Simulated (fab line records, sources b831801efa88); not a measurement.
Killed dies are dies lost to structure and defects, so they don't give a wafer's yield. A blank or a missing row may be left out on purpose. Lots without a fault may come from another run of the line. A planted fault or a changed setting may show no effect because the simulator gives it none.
A struck lot beside a sound one | flow sky130 | 19 steps out of a route of 708
Sound: wafers L701.2, L701.5, L701.6. Struck: wafers L711.1, L711.2, L711.6. The cause comes at the end.
At each step with rows: each side's tool, then ch and its chambers, then its first start. Under that, the readings that differ: sound wafers | struck wafers | difference of the means | sigmas: that difference in standard deviations of wafers without a fault.
alike: readings whose means differ by less than 2 such deviations, and words and numbers that are the same on both sides. not compared: withheld readings, readings that some wafer has no value for, bounds like >300 that may hide the same value, and numbers for which the record gives no deviation and whose values overlap.
The two part at a step that has a row with sigmas, a row that says differs or no value, or rows on one side only. Numbers that don't overlap but have no deviation are shown without sigmas and don't part them. A reading that every wafer of one side lacks parts them only if that side has two wafers or more.

first, 1 step without rows for these wafers: SKY_LDD_HVP_IMPLANT_08.
SKY_LDD_HVP_STRIP_09: strips in O2/N2.
  sound on plasma_asher-01 ch 0,1, day 22 04:34; struck on plasma_asher-02 ch 0,1, day 25 20:34
  reading                     | sound       | struck      | difference | sigmas
  drypump_motor_current_A (A) | 4.9 4.9 5.1 | 5.6 6.3 6.3 | +1.1       | +2
  alike: o2_flow_sccm, oes_product_au, strip_time_to_endpoint_s
  not compared: rf_hours_counter_h
SKY_LDD_HVP_TW_MEAS_10:
  sound on film_metro-02, day 22 04:40; struck on film_metro-02, day 25 20:40
  alike: LDD_HVP_TW
then, 7 steps without rows for these wafers: SKY_LDD_LDN_DEHYDRATE_00 (time 60 s); SKY_LDD_LDN_HMDS_01 (prime time 60 s); SKY_LDD_LDN_COAT_02 (resist thk 1140 nm); SKY_LDD_LDN_SOFTBAKE_03 (time 60 s); SKY_LDD_LDN_EXPOSE_04 (exposes mask LDNTM, target cd 700 nm); SKY_LDD_LDN_PEB_05; SKY_LDD_LDN_DEVELOP_06 (develop time 60 s).
SKY_LDD_LDN_OVL_MEAS_07:
  sound on overlay-02, day 23 11:46; struck on overlay-02, day 27 01:19
  alike: LDD_LDN_OVL
then, 1 step without rows for these wafers: SKY_LDD_LDN_IMPLANT_08.
SKY_LDD_LDN_IMPLANT_09:
  sound on implanter-02 ch 0, day 23 11:58; struck on implanter-03 ch 0, day 27 01:49
  alike: faraday_current_uA
then, 2 steps without rows for these wafers: SKY_LDD_LDN_IMPLANT_10; SKY_LDD_LDN_IMPLANT_11.
SKY_LDD_LDN_STRIP_12: strips in O2/N2.
  sound on plasma_asher-04 ch 0,1, day 23 12:23; struck on plasma_asher-04 ch 0,1, day 27 02:16
  alike: drypump_motor_current_A, o2_flow_sccm, oes_product_au, strip_time_to_endpoint_s
  not compared: rf_hours_counter_h
SKY_LDD_LDN_TW_MEAS_13:
  sound on film_metro-01, day 23 12:30; struck on film_metro-03, day 27 02:22
  reading    | sound          | struck         | difference | sigmas
  LDD_LDN_TW | 1469 1472 1473 | 1584 1590 1592 | +117       | +15
then, 1 step without rows for these wafers: SKY_LDD_LDN_CLEAN_14 (cleans in SC1/SC2, time 150 s).
-- the record jumps here: 22 days lie between the struck wafers' starts before and after (it left off in module LDD_LDN and takes up again in module PAD_OPEN, whose first step shown is number 708 of the route) --
SKY_PAD_OPEN_PROBE_99:
  sound on prober-01, day 46 05:23; struck on prober-02, day 48 15:48
  reading                         | sound          | struck         | difference | sigmas
  model.etest.tip_sonos.rs_ohm_sq | 2681 2664 2663 | 2346 2347 2313 | -334       |
  alike: killed_at_M0_to_M3, killed_at_M4_up, killed_at_contacts, killed_at_front_end, killed_at_other, killed_dies, killed_open, killed_short

WHERE THEY PART
First at SKY_LDD_HVP_STRIP_09; last, within this record, at SKY_LDD_LDN_TW_MEAS_13. Later steps at which nothing parts them and some readings are alike: SKY_PAD_OPEN_PROBE_99.

WHY: what the simulator had put in
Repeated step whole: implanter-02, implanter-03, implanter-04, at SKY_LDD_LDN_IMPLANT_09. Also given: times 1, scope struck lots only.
